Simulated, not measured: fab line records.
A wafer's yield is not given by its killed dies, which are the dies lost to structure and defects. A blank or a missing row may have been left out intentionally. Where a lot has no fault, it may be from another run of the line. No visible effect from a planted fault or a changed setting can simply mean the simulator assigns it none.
Chamber matching    flow gf180mcu    GF_POLY_GATE_ETCH_13 on rie si-01 has 4 sister chambers
The step etches poly-Si in HBr/Cl2, stops on SiO2, target depth 198.5 nm, time 69.6 s. 4 wafers are shown with their chamber, then 8 later ones without.

WAFERS WITH THEIR CHAMBER
wafer   chamber  chamber pressure mTorr (mTorr)
L293.2  2        10.010
L293.3  1        9.996
L293.4  3        9.996
L296.1  0        10.007

WAFERS MISSING THEIR CHAMBER
wafer   chamber pressure mTorr (mTorr)
L296.2  9.994
L296.4  9.981
L297.2  10.011
L297.3  9.980
L297.6  9.998
L298.4  10.008
L298.5  9.995
L298.6  10.012

THE CHAMBER EACH PASSED THROUGH
wafer   from the rows above                in truth
L296.2  can't be placed: 1 or 3 or 0 or 2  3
L296.4  can't be placed: 1 or 3 or 0 or 2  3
L297.2  can't be placed: 2 or 0 or 1 or 3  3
L297.3  can't be placed: 1 or 3 or 0 or 2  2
L297.6  can't be placed: 1 or 3 or 0 or 2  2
L298.4  can't be placed: 0 or 2 or 1 or 3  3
L298.5  can't be placed: 1 or 3 or 0 or 2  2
L298.6  can't be placed: 2 or 0 or 1 or 3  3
Placed correctly: 0 of 8. Can't be placed from these rows: 8 (the true chamber is among the candidates in 8). 0 placed wrongly.
How it was worked out, from the rows above alone: a wafer's distance from a chamber is the root of the sum, over the readings, of the square of ((its reading less the chamber's mean) divided by the reading's scatter). If the next closest chamber is less than 2 further off than the closest, the wafer can't be placed; otherwise it belongs to the closest. The mean given for a chamber averages the wafers shown for that chamber. The scatter: with one shown wafer a chamber, the root of the mean of the squares of how far each hidden wafer lies from its nearest shown one.
